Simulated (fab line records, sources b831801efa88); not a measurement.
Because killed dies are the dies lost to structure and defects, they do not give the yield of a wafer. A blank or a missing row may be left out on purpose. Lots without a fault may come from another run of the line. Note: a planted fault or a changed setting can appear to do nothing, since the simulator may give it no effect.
Which of the tools did it? | flow sky130 | Sampling: 13 lots, 39 wafers, 6 of 708 route steps

WHAT THE GAUGES SHOWED, per wafer
SKY_NWELL_THK_MEAS_02. Usual: NWELL_OXIDATION_THK 10.04 nm, standard deviation 0.18.
lot  | measured    | on           | NWELL_OXIDATION_THK (nm) | flag
L802 | day 2 11:49 | filmMetro-02 | 10.02 10.16 10.08        | 
L803 | day 2 18:55 | filmMetro-04 | 10.13 10.15 10.11        | 
L804 | day 2 23:16 | filmMetro-03 | 10.12 10.12 10.18        | 
L805 | day 3 05:47 | filmMetro-04 | 10.19 9.97 10.12         | 
L806 | day 3 10:31 | filmMetro-04 | 10.19 10.40 10.20        | 
L808 | day 3 22:41 | filmMetro-04 | 9.82 9.73 9.92           | 
L818 | day 6 03:05 | filmMetro-02 | 9.89 10.22 10.11         | 
L819 | day 6 04:28 | filmMetro-02 | 10.11 10.18 10.15        | 
L820 | day 6 10:53 | filmMetro-02 | 10.17 9.73 9.99          | 
L822 | day 6 20:46 | filmMetro-02 | 9.74 9.83 9.88           | 
L823 | day 7 03:46 | filmMetro-04 | 9.89 9.93 9.65           | 
L824 | day 7 13:47 | filmMetro-03 | 9.84 9.87 9.95           | 
L825 | day 7 19:24 | filmMetro-02 | 9.88 9.83 9.93           | 

SKY_NWELL_TW_MEAS_15. Usual: NWELL_TW 1809, standard deviation 10.
lot  | measured     | on           | NWELL_TW       | flag
L802 | day 4 11:22  | filmMetro-03 | 1806 1816 1805 | 
L803 | day 4 18:52  | filmMetro-02 | 1824 1825 1823 | 
L804 | day 5 01:17  | filmMetro-02 | 1819 1808 1804 | 
L805 | day 5 07:34  | filmMetro-04 | 1816 1816 1819 | 
L806 | day 5 11:53  | filmMetro-03 | 1797 1795 1809 | 
L808 | day 6 03:43  | filmMetro-04 | 30 30 30       | OFF
L818 | day 8 15:13  | filmMetro-03 | 1796 1796 1804 | 
L819 | day 8 15:46  | filmMetro-02 | 1812 1821 1822 | 
L820 | day 8 22:19  | filmMetro-04 | 1809 1811 1792 | 
L822 | day 9 09:44  | filmMetro-02 | 1828 1828 1814 | 
L823 | day 9 18:33  | filmMetro-03 | 1799 1805 1811 | 
L824 | day 10 05:06 | filmMetro-02 | 1830 1823 1822 | 
L825 | day 10 12:44 | filmMetro-02 | 1829 1818 1825 | 

SKY_GATE_OXIDE_TW_MEAS_14. Usual: GATE_OXIDE_TW 223.8, standard deviation 1.2.
lot  | measured     | on           | GATE_OXIDE_TW     | flag
L802 | day 13 13:28 | filmMetro-02 | 222.9 223.1 223.4 | 
L803 | day 14 06:52 | filmMetro-04 | 225.4 223.8 225.1 | 
L804 | day 14 12:44 | filmMetro-02 | 224.3 224.7 224.4 | 
L805 | day 14 21:11 | filmMetro-04 | 225.2 224.2 224.2 | 
L806 | day 15 01:54 | filmMetro-02 | 225.7 224.3 224.9 | 
L808 | day 16 07:04 | filmMetro-03 | 223.0 222.2 221.2 | 
L818 | day 19 18:22 | filmMetro-04 | 224.2 225.1 224.8 | 
L819 | day 19 18:38 | filmMetro-03 | 223.6 223.4 223.5 | 
L820 | day 20 06:34 | filmMetro-03 | 221.2 220.4 223.2 | 
L822 | day 20 20:08 | filmMetro-04 | 223.5 225.5 224.2 | 
L823 | day 21 08:07 | filmMetro-02 | 224.0 224.2 223.5 | 
L824 | day 21 21:37 | filmMetro-02 | 223.4 224.3 223.3 | 
L825 | day 22 06:11 | filmMetro-03 | 221.8 221.8 221.1 | 

SKY_POLY_CUT_OVL_MEAS_09. Usual: POLY_CUT_OVL -1 nm, standard deviation 5.
lot  | measured     | on         | POLY_CUT_OVL (nm) | flag
L802 | day 24 01:12 | overlay-01 | -6 1 -4           | 
L803 | day 24 14:24 | overlay-02 | -5 4 2            | 
L804 | day 24 22:25 | overlay-02 | 0 -8 -3           | 
L805 | day 25 10:31 | overlay-01 | -2 1 -5           | 
L806 | day 25 17:56 | overlay-02 | -11 -5 -12        | 
L808 | day 26 17:11 | overlay-02 | 1 1 -2            | 
L818 | day 30 02:33 | overlay-01 | 4 -3 2            | 
L819 | day 30 04:14 | overlay-02 | -2 -8 1           | 
L820 | day 30 16:17 | overlay-02 | -4 -5 -3          | 
L822 | day 31 06:47 | overlay-01 | -2 6 5            | 
L823 | day 31 16:08 | overlay-01 | -11 -12 -7        | 
L824 | day 32 04:02 | overlay-02 | -1 2 3            | 
L825 | day 32 11:25 | overlay-02 | 0 0 -13           | 

TOOL THAT RAN EACH LOT (tool first, then ch and the chambers of the sampled wafers, then the start)
lot  | SKY_PWDE_STRIP_09                  | SKY_NWELL_STRIP_14
L802 | plasmaAsher-03 ch 0,1, day 3 19:13 | plasmaAsher-01 ch 0,1, day 4 11:16
L803 | plasmaAsher-03 ch 0,1, day 4 01:56 | plasmaAsher-04 ch 0,1, day 4 18:45
L804 | plasmaAsher-04 ch 0,1, day 4 07:48 | plasmaAsher-04 ch 0,1, day 5 01:12
L805 | plasmaAsher-04 ch 0,1, day 4 13:45 | plasmaAsher-01 ch 0,1, day 5 07:29
L806 | plasmaAsher-03 ch 0,1, day 4 18:09 | plasmaAsher-03 ch 0,1, day 5 11:48
L808 | plasmaAsher-03 ch 0,1, day 5 08:28 | plasmaAsher-03 ch 0,1, day 6 03:37
L818 | plasmaAsher-03 ch 0,1, day 7 17:32 | plasmaAsher-01 ch 0,1, day 8 15:06
L819 | plasmaAsher-02 ch 0,1, day 7 18:25 | plasmaAsher-04 ch 0,1, day 8 15:40
L820 | plasmaAsher-02 ch 0,1, day 8 01:01 | plasmaAsher-04 ch 0,1, day 8 22:13
L822 | plasmaAsher-02 ch 0,1, day 8 11:58 | plasmaAsher-03 ch 0,1, day 9 09:39
L823 | plasmaAsher-04 ch 0,1, day 8 20:19 | plasmaAsher-04 ch 0,1, day 9 18:27
L824 | plasmaAsher-04 ch 1, day 9 06:28   | plasmaAsher-03 ch 0,1, day 10 05:00
L825 | plasmaAsher-03 ch 0,1, day 9 13:34 | plasmaAsher-04 ch 0,1, day 10 12:37
- SKY_PWDE_STRIP_09: strips in O2/N2.
- SKY_NWELL_STRIP_14: strips in O2/N2.

WHAT THE TOOLS THEMSELVES READ (means of the sampled wafers that have a number; where no wafer has one, the mark that the record gives instead)
SKY_PWDE_STRIP_09. Usual: chamberPressureMTorr 1500.1 mTorr, standard deviation 1.5; drypumpMotorCurrentA 5.7 A, standard deviation 0.83; oesProductAu 0.722 a.u., standard deviation 0.0047; stripTimeToEndpointS 36.84 s, standard deviation 0.097.
lot  | tool           | chamberPressureMTorr (mTorr) | drypumpMotorCurrentA (A) | oesProductAu (a.u.) | stripTimeToEndpointS (s) | flag
L802 | plasmaAsher-03 | 1499.7                       | 6.6                      | 0.723               | 36.92                    | 
L803 | plasmaAsher-03 | 1499.8                       | 6.6                      | 0.723               | 36.82                    | 
L804 | plasmaAsher-04 | 1499.9                       | 5.3                      | 0.718               | 36.75                    | 
L805 | plasmaAsher-04 | 1499.0                       | 5.3                      | 0.723               | 36.88                    | 
L806 | plasmaAsher-03 | 1499.0                       | 6.6                      | 0.725               | 37.01                    | 
L808 | plasmaAsher-03 | 1500.1                       | 6.6                      | 0.934               | -                        | OFF
L818 | plasmaAsher-03 | 1499.5                       | 6.6                      | 0.726               | 36.81                    | 
L819 | plasmaAsher-02 | 1501.1                       | 5.0                      | 0.719               | 36.77                    | 
L820 | plasmaAsher-02 | 1501.5                       | 4.9                      | 0.723               | 36.89                    | 
L822 | plasmaAsher-02 | 1499.4                       | 4.9                      | 0.726               | 36.90                    | 
L823 | plasmaAsher-04 | 1501.1                       | 5.8                      | 0.726               | 36.91                    | 
L824 | plasmaAsher-04 | 1500.4                       | 4.7                      | 0.720               | 36.86                    | 
L825 | plasmaAsher-03 | 1498.5                       | 6.6                      | 0.721               | 36.95                    | 

SKY_NWELL_STRIP_14. Usual: chamberPressureMTorr 1500.0 mTorr, standard deviation 1.3; drypumpMotorCurrentA 6.0 A, standard deviation 0.72; oesProductAu 0.723 a.u., standard deviation 0.0048; stripTimeToEndpointS 36.90 s, standard deviation 0.13.
lot  | tool           | chamberPressureMTorr (mTorr) | drypumpMotorCurrentA (A) | oesProductAu (a.u.) | stripTimeToEndpointS (s) | flag
L802 | plasmaAsher-01 | 1499.8                       | 6.4                      | 0.724               | 36.67                    | 
L803 | plasmaAsher-04 | 1500.0                       | 5.8                      | 0.724               | 36.92                    | 
L804 | plasmaAsher-04 | 1498.7                       | 5.8                      | 0.720               | 36.99                    | 
L805 | plasmaAsher-01 | 1500.5                       | 6.4                      | 0.720               | 36.66                    | 
L806 | plasmaAsher-03 | 1500.8                       | 6.6                      | 0.728               | 36.85                    | 
L808 | plasmaAsher-03 | 1499.4                       | 6.6                      | 0.727               | 59.37                    | OFF
L818 | plasmaAsher-01 | 1500.3                       | 6.4                      | 0.720               | 36.84                    | 
L819 | plasmaAsher-04 | 1498.5                       | 5.8                      | 0.722               | 36.86                    | 
L820 | plasmaAsher-04 | 1499.2                       | 5.3                      | 0.723               | 37.04                    | 
L822 | plasmaAsher-03 | 1500.3                       | 6.6                      | 0.725               | 36.93                    | 
L823 | plasmaAsher-04 | 1500.8                       | 5.8                      | 0.722               | 36.74                    | 
L824 | plasmaAsher-03 | 1501.1                       | 6.6                      | 0.724               | 36.94                    | 
L825 | plasmaAsher-04 | 1499.5                       | 5.8                      | 0.727               | 36.87                    | 

THE ANSWER, worked out from the rows above alone
Rule: a lot is off if the mean of its wafers that have a number lies more than 3 standard deviations from the usual mean. A lot without any number at a reading at which 4 lots or more have one is off too. All remaining lots with rows at the step are treated as sound. After the gauges, taken in route order, come the tools' own readings; for these a lot's mean is taken, as printed above. At the first step where some lot is off, the reading lying furthest off is the one used; lots without a number count as furthest.
Off: L808, seen at SKY_NWELL_TW_MEAS_15 (NWELL_TW).
A tool fits if, at a process step before that reading, it ran every lot that is off, and no sound lot after the first of them. Not tried: the gauges at SKY_NWELL_TW_MEAS_15; whatever is off there is also off at SKY_PWDE_STRIP_09, on other tools, and gauge error can't account for it. No candidate that was tried fits.

WHAT WAS PUT IN BY THE SIMULATOR
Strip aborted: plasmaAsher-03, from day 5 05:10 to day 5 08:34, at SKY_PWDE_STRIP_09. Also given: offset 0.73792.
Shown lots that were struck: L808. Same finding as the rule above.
